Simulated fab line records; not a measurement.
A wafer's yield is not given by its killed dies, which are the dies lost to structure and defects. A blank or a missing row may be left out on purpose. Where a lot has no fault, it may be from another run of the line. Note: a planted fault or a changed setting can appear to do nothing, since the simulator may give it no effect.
Chamber matching || flow sky130 || SKY_VIA2_CMP_24 on cmp-01: 4 sister chambers
The step polishes, stops on SiO2, t overpolish 20 s, target thk 0 nm. 4 wafers are shown with their chamber, then 7 later ones without.

WAFERS WITH THEIR CHAMBER
{"wafer": "L478.4", "chamber": 0, "motor_current_A (A)": 11.4}
{"wafer": "L494.1", "chamber": 3, "motor_current_A (A)": 12.6}
{"wafer": "L498.1", "chamber": 1, "motor_current_A (A)": 12.5}
{"wafer": "L498.5", "chamber": 2, "motor_current_A (A)": 10.6}

WAFERS MISSING THEIR CHAMBER
{"wafer": "L498.6", "motor_current_A (A)": 12.0}
{"wafer": "L500.3", "motor_current_A (A)": 12.9}
{"wafer": "L500.4", "motor_current_A (A)": 10.7}
{"wafer": "L500.6", "motor_current_A (A)": 12.5}
{"wafer": "L501.2", "motor_current_A (A)": 12.4}
{"wafer": "L501.4", "motor_current_A (A)": 10.2}
{"wafer": "L501.5", "motor_current_A (A)": 10.8}

WHICH CHAMBER EACH ONE RAN IN
{"wafer": "L498.6", "from the rows above": "can't be placed: 1 or 0 or 3", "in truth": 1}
{"wafer": "L500.3", "from the rows above": "can't be placed: 3 or 1", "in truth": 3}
{"wafer": "L500.4", "from the rows above": 2, "in truth": 2}
{"wafer": "L500.6", "from the rows above": "can't be placed: 1 or 3", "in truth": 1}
{"wafer": "L501.2", "from the rows above": "can't be placed: 1 or 3", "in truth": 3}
{"wafer": "L501.4", "from the rows above": 2, "in truth": 2}
{"wafer": "L501.5", "from the rows above": "can't be placed: 2 or 0", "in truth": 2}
2 of 7 placed correctly. Unplaceable from these rows: 5, with the true chamber sitting among the candidates in 5. Wrongly placed: 0.
How it was worked out, from the rows above alone: a wafer's distance from a chamber is the root of the sum, over the readings, of the square of ((its reading less the chamber's mean) divided by the reading's scatter). The wafer belongs to the nearest chamber; if the next one is less than 2 further off, it can't be placed. For every chamber, the mean is computed from those of its wafers that are shown. The scatter: root of mean squared gap, hidden wafer to nearest shown wafer, with one shown wafer a chamber.
